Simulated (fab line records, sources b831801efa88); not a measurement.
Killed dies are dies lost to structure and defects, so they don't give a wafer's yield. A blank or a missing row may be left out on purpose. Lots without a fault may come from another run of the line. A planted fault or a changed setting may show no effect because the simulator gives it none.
Chamber matching | flow sky130 | SKY_VIA1_ETCH_15 on rie_diel-01: 4 sister chambers
The step etches SiO2 in C4F8/O2/Ar, stops on TiN, target depth 351 nm, time 54 s. 27 wafers are shown with their chamber, then 12 later ones without.

WAFERS WITH THEIR CHAMBER
wafer  | chamber | oes_product_au (a.u.)
L074.1 | 2       | 0.985
L074.3 | 1       | 0.980
L074.4 | 3       | 0.983
L076.1 | 3       | 0.986
L076.3 | 2       | 0.978
L076.5 | 2       | 0.983
L080.2 | 0       | 0.980
L080.3 | 1       | 0.975
L080.6 | 1       | 0.992
L084.4 | 0       | 0.971
L084.5 | 3       | 0.989
L084.6 | 0       | 0.978
L085.1 | 3       | 0.981
L085.2 | 0       | 0.978
L085.3 | 2       | 0.984
L085.4 | 1       | 0.978
L085.5 | 3       | 0.988
L085.6 | 0       | 0.971
L086.1 | 1       | 0.988
L086.2 | 0       | 0.967
L086.3 | 2       | 0.974
L089.1 | 2       | 0.995
L089.2 | 1       | 0.993
L089.3 | 3       | 0.992
L089.4 | 0       | 0.961
L089.5 | 3       | 0.981
L089.6 | 2       | 0.982

SIGNATURES (means of the wafers above)
reading        | chamber 0 | chamber 1 | chamber 2 | chamber 3 | scatter within a chamber
oes_product_au | 0.97229   | 0.98433   | 0.98300   | 0.98571   | 0.00639
Rule: a wafer's distance from a chamber is the root of the sum, over the readings, of the square of ((its reading less the chamber's mean) divided by the reading's scatter). The wafer belongs to the nearest chamber; if the next one is less than 2 further off, it can't be placed. The scatter: the root of (the sum of the squares of (reading less its chamber's mean) over the shown wafers, divided by (wafers less chambers)).

WAFERS WITHOUT THEIR CHAMBER
wafer  | oes_product_au (a.u.)
L087.1 | 0.989
L087.2 | 0.991
L087.3 | 0.984
L087.4 | 0.969
L087.5 | 0.979
L087.6 | 0.990
L092.3 | 0.996
L092.4 | 0.960
L092.5 | 0.971
L096.4 | 0.988
L096.5 | 0.986
L096.6 | 0.975

WHICH CHAMBER EACH WENT THROUGH
wafer  | from the rows above               | in truth
L087.1 | can't be placed: 3 or 1 or 2      | 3
L087.2 | can't be placed: 3 or 1 or 2      | 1
L087.3 | can't be placed: 1 or 2 or 3 or 0 | 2
L087.4 | can't be placed: 0 or 2 or 1      | 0
L087.5 | can't be placed: 2 or 1 or 0 or 3 | 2
L087.6 | can't be placed: 3 or 1 or 2      | 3
L092.3 | can't be placed: 3 or 1 or 2      | 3
L092.4 | can't be placed: 0 or 2 or 1      | 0
L092.5 | can't be placed: 0 or 2 or 1      | 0
L096.4 | can't be placed: 3 or 1 or 2      | 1
L096.5 | can't be placed: 3 or 1 or 2      | 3
L096.6 | can't be placed: 0 or 2 or 1 or 3 | 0
Placed correctly: 0 of 12. Can't be placed from these rows: 12 (the true chamber is among the candidates in 12). Placed wrongly: 0.
